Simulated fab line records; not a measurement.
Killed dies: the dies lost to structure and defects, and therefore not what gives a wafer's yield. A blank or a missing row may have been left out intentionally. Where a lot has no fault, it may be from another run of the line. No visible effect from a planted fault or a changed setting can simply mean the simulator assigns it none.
Which of the tools did it?    flow gf180mcu    Sampling: 7 lots, 21 wafers, 3 of 602 route steps

## WHAT EACH GAUGE READ, for each wafer
GF_V5_THK_MEAS_03.
lot   measured      on            V5_CVD_02_THK (nm)
L927  day 26 21:48  filmMetro-02  1433 1465 1486
L930  day 27 21:36  filmMetro-02  1442 1441 1493
L935  day 29 03:52  filmMetro-01  1419 1465 1437
L941  day 30 17:05  filmMetro-01  1454 1450 1481
L943  day 31 08:35  filmMetro-04  1436 1457 1483
L946  day 32 03:24  filmMetro-04  1438 1421 1456
L948  day 32 17:13  filmMetro-02  1419 1409 1449

## WHAT TOOL EACH LOT RAN ON (gives the tool, then ch and the chambers of the sampled wafers, and finally the start)
lot   GF_MIM_SPUTTER_07            GF_M5_STRIP_11
L927  pvdSputter-02, day 25 02:17  plasmaAsher-04 ch 0,1, day 26 20:42
L930  pvdSputter-04, day 26 03:25  plasmaAsher-03 ch 1, day 27 20:51
L935  pvdSputter-02, day 27 10:45  plasmaAsher-02 ch 0,1, day 29 03:06
L941  pvdSputter-03, day 29 02:41  plasmaAsher-02 ch 0,1, day 30 16:20
L943  pvdSputter-02, day 29 18:29  plasmaAsher-02 ch 0,1, day 31 07:50
L946  pvdSputter-03, day 30 15:47  plasmaAsher-02 ch 0,1, day 32 02:39
L948  pvdSputter-04, day 31 06:25  plasmaAsher-04 ch 0,1, day 32 16:27
- GF_MIM_SPUTTER_07: material TiN, target thk 60 nm, time 50 s.
- GF_M5_STRIP_11: strips in O2/N2.

## THE ANSWER, worked out from the rows above alone
Rule: what is usual is taken from the lots themselves. Put in order of their means at a reading, lots are off if they are a third of the lots or fewer, leave a main group of 4 or more, and stand apart from it by a gap of 3 or more times the standard deviation of the main group's means; of several such gaps the widest counts. If all means in a main group match to the digits the tables above print for the reading, that group is not used. A lot without any number at a reading at which 4 lots or more have one is off too. Where the step has rows for the other lots, those lots are counted as sound.
No lot is off at any reading shown: from this, nothing can be told.

## WHAT HAD BEEN PUT IN BY THE SIMULATOR
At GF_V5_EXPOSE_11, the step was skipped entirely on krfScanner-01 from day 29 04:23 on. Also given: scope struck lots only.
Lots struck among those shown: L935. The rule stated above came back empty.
